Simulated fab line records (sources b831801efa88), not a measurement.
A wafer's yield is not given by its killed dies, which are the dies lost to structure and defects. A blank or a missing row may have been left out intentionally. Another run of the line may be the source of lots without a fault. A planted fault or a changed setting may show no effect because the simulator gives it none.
Problem report, 8D (eight disciplines) form, completed by code	flow sfqLine	the parts of the form that need people (team, actions taken, sign-off) are left out

== 1. WHAT WENT WRONG ==
Mean of spinSpeedRpm at SFQ_TRILAYER_M7_LITHO_COAT_177: 3154.7 rpm across 6 wafers in 2 lots; on wafers with no fault it is 3000.0 rpm (standard deviation 1.8). That puts it +86 standard deviations away from the usual mean.
The step: resist thk 600 nm.
First seen on wafer L506.1, day 70 10:08, on lithoTrack-01. At this step, 42 wafers from 14 lots have a number in the record. The rule behind "out" and "out of limits": a value lying over 4 standard deviations away from the usual mean. All remaining wafers that have a number are taken as sound.

== 2. WHAT IT IS AND WHAT IT IS NOT ==
question	is	is not
which readings at this step	spinSpeedRpm	-
which lots	L506, L513	L504, L505, L507, L514, L515, L518, L519, L520, L521, L522, L524, L525
which wafers of those lots	all that have a number	-
read on which tools	lithoTrack-01	lithoTrack-03, lithoTrack-04
when	from day 70 10:08	up to then (6 sound wafers); but 30 sound wafers of L507, L514, L515, L518, L519, L520, L521, L522, L524, L525 came after

== 3. SUSPECTS, AND WHAT RULES EACH OUT ==
Counting: any tool at a process step up to the reading is kept as a suspect provided that every lot that is out went through it and no sound lot did after the first of them.
- lithoTrack-01 at SFQ_TRILAYER_M7_LITHO_COAT_177 (resist thk 600 nm): ruled out as a lasting fault. Sound lots L520, L524, L525 ran on it after its first lot that is out, L506 (day 70 10:08).
Left after counting: nothing in the record.

== 4. THE CAUSE (what the simulator had put in) ==
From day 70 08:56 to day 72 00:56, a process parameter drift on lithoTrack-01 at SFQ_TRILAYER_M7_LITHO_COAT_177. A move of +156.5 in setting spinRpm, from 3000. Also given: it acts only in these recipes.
Counting ruled it out, wrongly.

== 5. THE EFFECT CHAIN, in route order ==
Rows list readings where the struck wafers' mean (over those with a number) sits beyond 3 standard deviations from the usual. Only readings for which the record gives a usual standard deviation are gone through. hours: the time from each lot's start at the first step in this table that gives one to its start at this step, as a median over the lots. sigmas: the change in usual standard deviations.
hours	step	reading	usual	on struck wafers	change	sigmas
0	SFQ_TRILAYER_M7_LITHO_COAT_177	spinSpeedRpm	3000.0 rpm	3154.7	+154.7	+86
It contains these process steps:
- SFQ_TRILAYER_M7_LITHO_COAT_177: resist thk 600 nm.

== 6. HOW IT WOULD HAVE BEEN CAUGHT EARLIER ==
In this record the first reading out of limits was taken at day 70 10:08, 1 hour after the fault began at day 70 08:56.
